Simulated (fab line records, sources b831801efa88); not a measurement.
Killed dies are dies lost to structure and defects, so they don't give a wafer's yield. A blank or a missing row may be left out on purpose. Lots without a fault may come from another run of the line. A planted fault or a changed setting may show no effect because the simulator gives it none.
fab line records | flow sfq_line
record lots=14 wafers=42 last_day=96
route steps=325 shown I2@114
lots that met no fault: from a run of the same line without faults
start_h: hours from the record's first day to the start of the lot's first wafer shown | wait_h: hours since the lot's step before | " the same as in the row above | L1.1+2: a row that stands for several wafers | - no value, or no start given | * or withheld: withheld | < > ~ a bound
route shown NAME@n: a module of which the file shows steps, and the number in the route of the first | usual: mean/standard deviation of fault-free wafers | same: alike in all rows | chamber/n: place in a boat | sites: the reading at each site | _std_site: their standard deviation | _edge_site: outer sites' mean less inner sites' | radius_mm: how far each site lies from the wafer's centre | mask NAME#n: copy n | behind: the tool/chamber that last shaped the wafer | hold: why the lot was held/for how many hours/how that ended | device: the transistor (n, p or np) that didn't switch | end of line: the same wafers' tests at the end of the route | a step without rows: its recipe alone | killed: dies lost to structure and defects at the first sort, not the wafer's yield | map: a wafer's dies, x killed, . not, _ none there
set.NAME: the setting as run; set.NAME@STEP: as run at that earlier step | model.NAME: the simulator's own value behind a step, which no gauge read
steps of the route over a sample of lots; a table a step, a row a wafer
services: from which hour (start_h, from the record's first day; less than 0 if before it) a tool's chamber was out of use, for how many hours, and why
## steps
# step SFQ_TRILAYER_I2_VIA_BARC_OPEN_VIA_ETCH_096
# recipe mask_material=PR chemistry=O2 target_depth_nm=125 target=BARC source_w=500 bias_w=80 pressure_mtorr=30 time_s=40.49
# usual drypump_motor_current_A=5.9/0.36 oes_product_au=0.694/0.0044 rf_fwd_power_W=495.2/1.9
# columns lot.wafer tool chamber start_h wait_h drypump_motor_current_A oes_product_au rf_fwd_power_W rf_hours_counter_h
L232.1 rie_diel-01 2 1025.00 0.0 6.2 0.686 495.0 4
L232.5 " 1 " " 6.0 0.698 495.6 -
L232.6 " 2 " " 6.1 0.689 494.1 -
L233.2 rie_diel-04 1 1042.80 0.0 5.3 0.695 496.2 3
L233.3 " 2 " " 6.2 0.698 497.7 7
L233.4 " 3 " " 5.6 0.693 493.0 12
L235.1 rie_diel-04 1 1055.91 0.0 5.3 0.700 495.1 3
L235.3 " 2 " " 6.2 0.693 495.9 7
L235.4 " 0 " " 6.0 0.690 492.1 7
L236.1 rie_diel-01 3 1067.91 0.0 5.3 0.695 498.7 9
L236.4 " 1 " " 6.0 0.692 495.1 1
L236.6 " 1 " " 6.0 0.697 493.2 -
L237.3 rie_diel-04 3 1079.91 0.0 5.6 0.698 496.6 13
L237.4 " 1 " " 5.3 0.697 496.7 3
L237.6 " 1 " " 5.3 0.691 495.5 -
L238.1 rie_diel-04 0 1091.91 0.0 6.0 0.695 491.9 7
L238.5 " 1 " " 5.3 0.695 496.5 -
L238.6 " 2 " " 6.2 0.703 498.1 -
L239.4 rie_diel-04 3 1097.91 0.0 5.6 0.689 495.2 13
L239.5 " 2 " " 6.2 0.695 497.5 -
L239.6 " 3 " " 5.5 0.693 493.9 -
L240.1 rie_diel-04 3 1106.31 0.0 5.5 0.693 492.9 13
L240.4 " 1 " " 5.3 0.698 496.5 3
L240.6 " 3 " " 5.6 0.700 494.0 -
L242.1 rie_diel-04 1 1118.31 0.0 5.3 0.694 495.3 3
L242.3 " 3 " " 5.6 0.693 493.6 13
L242.4 " 2 " " 6.2 0.696 496.7 8
L243.1 rie_diel-04 3 1126.62 0.0 5.6 0.696 495.8 13
L243.4 " 1 " " 5.3 0.685 496.4 4
L243.6 " 0 " " 6.0 0.699 493.6 -
L245.4 rie_diel-04 2 1135.02 0.0 6.2 0.697 495.0 8
L245.5 " 0 " " 6.0 0.688 491.0 -
L245.6 " 1 " " 5.3 0.692 498.1 -
L247.1 rie_diel-04 1 1162.62 0.0 5.3 0.694 575.7 4
L247.2 " 2 " " 6.2 0.693 579.3 8
L247.4 " 0 " " 6.0 0.698 573.0 8
L249.1 rie_diel-04 1 1186.75 0.0 5.3 0.690 577.5 4
L249.2 " 0 " " 6.0 0.694 573.4 9
L249.6 " 3 " " 5.5 0.691 573.6 -
L254.2 rie_diel-01 0 1236.20 0.0 5.4 0.699 493.7 10
L254.5 " 2 " " 6.1 0.692 492.1 -
L254.6 " 1 " " 6.0 0.697 494.5 -
## services
# columns tool chamber start_h hours kind
rie_diel-04 - 1032.64 1.8 repair
rie_diel-04 - 1104.49 0.1 repair
rie_diel-01 2 1108.08 17.2 repair
rie_diel-01 0 1112.69 4.5 repair
rie_diel-01 - 1126.11 2.8 pm
rie_diel-01 3 1181.12 1.6 repair
rie_diel-04 3 1217.40 7.2 repair
rie_diel-04 - 1230.38 14.6 pm
## key
first_sign step=SFQ_TRILAYER_I2_VIA_BARC_OPEN_VIA_ETCH_096 reading=rf_fwd_power_W direction=up sigmas=43 usual=495.2 struck=575.4
effect none on later readings
met_at SFQ_TRILAYER_I2_VIA_BARC_OPEN_VIA_ETCH_096
struck_lots L247,L249
onset_between 1135.02 1162.62
fault kind=process_parameter_drift tool=rie_diel-04 chamber=- onset_h=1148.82 steps=SFQ_TRILAYER_I2_VIA_BARC_OPEN_VIA_ETCH_096 channel=source_w offset=80 shape=step end_h=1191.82 acts_in=these_recipes_only stated=500
